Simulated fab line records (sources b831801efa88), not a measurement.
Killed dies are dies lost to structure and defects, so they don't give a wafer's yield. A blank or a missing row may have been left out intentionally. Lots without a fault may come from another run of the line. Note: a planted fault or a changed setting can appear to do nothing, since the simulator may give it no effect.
Comparing a struck lot with a sound one | flow gf180mcu | 17 out of 602 route steps
Sound: the wafers L394.1, L394.2, L394.6. Struck: wafers L403.1, L403.5. (L403.2 of the same lot was not struck and is left out.) The cause comes at the end.
At each step with rows: each side's tool, then ch and its chambers, then its first start. Under that, the readings that differ: sound wafers | struck wafers | difference of the means | sigmas: that difference in standard deviations of wafers without a fault.
alike: same words and numbers on both sides, and readings whose means sit less than 2 such deviations apart. not compared: any withheld reading, any reading some wafer has no value for, any bound like >300 that may hide the same value, and any number with overlapping values for which the record gives no deviation.
The two part at a step that has a row with sigmas, a row that says differs or no value, or rows on one side only. Non-overlapping numbers with no deviation appear without sigmas and do not part them. A reading missing from all wafers of one side parts the sides only when that side holds two or more wafers.

first, 2 steps without rows for these wafers: GF_CONTACT_PEB_12 (peb time 90 s); GF_CONTACT_DEVELOP_13 (develop time 60 s).
GF_CONTACT_CD_MEAS_14: the cd target is 220 nm.
  sound on cdSem-02, day 17 01:39; struck on cdSem-01, day 20 12:26
  alike: cdNm
GF_CONTACT_OVL_MEAS_15:
  sound on overlay-02, day 17 01:46; struck on overlay-02, day 20 12:33
reading          | sound   | struck | difference | sigmas
CONTACT_OVL (nm) | 13 6 16 | 4 -2   | -11        | -2
GF_CONTACT_ETCH_16: etches BARC in N2/H2.
  sound on rieDiel-02 ch 0,1,3, day 17 01:49; struck on rieDiel-04 ch 0,1, day 20 12:35
  alike: drypumpMotorCurrentA, oesProductAu, throttleValvePct
GF_CONTACT_ETCH_17: etches SiO2 in C4F8/O2/Ar, stops on CoSi2, target depth 860 nm.
  sound on rieDiel-02 ch 0,1,3; struck on rieDiel-04 ch 0,1
  alike: oesProductAu
GF_CONTACT_STRIP_18: strips in O2/N2.
  sound on plasmaAsher-01 ch 0,1, day 17 01:58; struck on plasmaAsher-01 ch 0,1, day 20 12:45
  alike: drypumpMotorCurrentA, heaterPowerW, oesProductAu
  not compared: rfHoursCounterH
then, 3 steps without rows for these wafers: GF_CONTACT_CLEAN_19 (cleans in SPM); GF_CONTACT_CLEAN_20 (cleans in DIW); GF_CONTACT_CLEAN_21 (cleans in dHF, time 20 s).
GF_CONTACT_SPUTTER_22: material Ti, target thk 15 nm, time 80.02 s.
  sound on pvdSputter-02, day 17 02:17; struck on pvdSputter-01, day 20 13:04
  alike: throttleValvePct
GF_CONTACT_SPUTTER_23: material TiN, target thk 10 nm, time 40 s.
  sound on pvdSputter-02, day 17 02:21; struck on pvdSputter-01, day 20 13:07
  alike: throttleValvePct
GF_CONTACT_CVD_24: deposits W, target thk 300 nm, time 90.339 s.
  sound on cvdW-01 ch 0,1, day 17 02:23; struck on cvdW-01 ch 0, day 20 13:10
reading                              | sound                | struck        | difference | sigmas
susceptorTempC (C)                   | 399.95 400.18 399.86 | 391.41 391.45 | -8.57      | -41
model.W_of_CONTACT_CVD_24.thkNm (nm) | 310.3 300.6 307      | 263 264.2     | -42        | 
  alike: heaterPowerW
GF_CONTACT_RS_MEAS_25: a four-point-probe measurement.
  sound on filmMetro-02, day 17 02:29; struck on filmMetro-04, day 20 13:16
reading               | sound             | struck      | difference | sigmas
CONTACT_W_RS (ohm/sq) | 0.369 0.382 0.374 | 0.436 0.435 | +0.060     | +13
GF_CONTACT_THK_MEAS_26: measures by xrf.
  sound on filmMetro-02, day 17 02:37; struck on filmMetro-04, day 20 13:23
reading            | sound       | struck  | difference | sigmas
CONTACT_W_THK (nm) | 314 304 312 | 267 269 | -42        | -10
then, 2 steps without rows for these wafers: GF_CONTACT_CMP_27 (polishes, stops on SiO2, t overpolish 15 s, target thk 0 nm); GF_PASSIVATION_PROBE_99.

WHERE THEY PART
Last at GF_CONTACT_THK_MEAS_26 as far as this record goes, first at GF_CONTACT_OVL_MEAS_15.

WHY: whatever the simulator had introduced
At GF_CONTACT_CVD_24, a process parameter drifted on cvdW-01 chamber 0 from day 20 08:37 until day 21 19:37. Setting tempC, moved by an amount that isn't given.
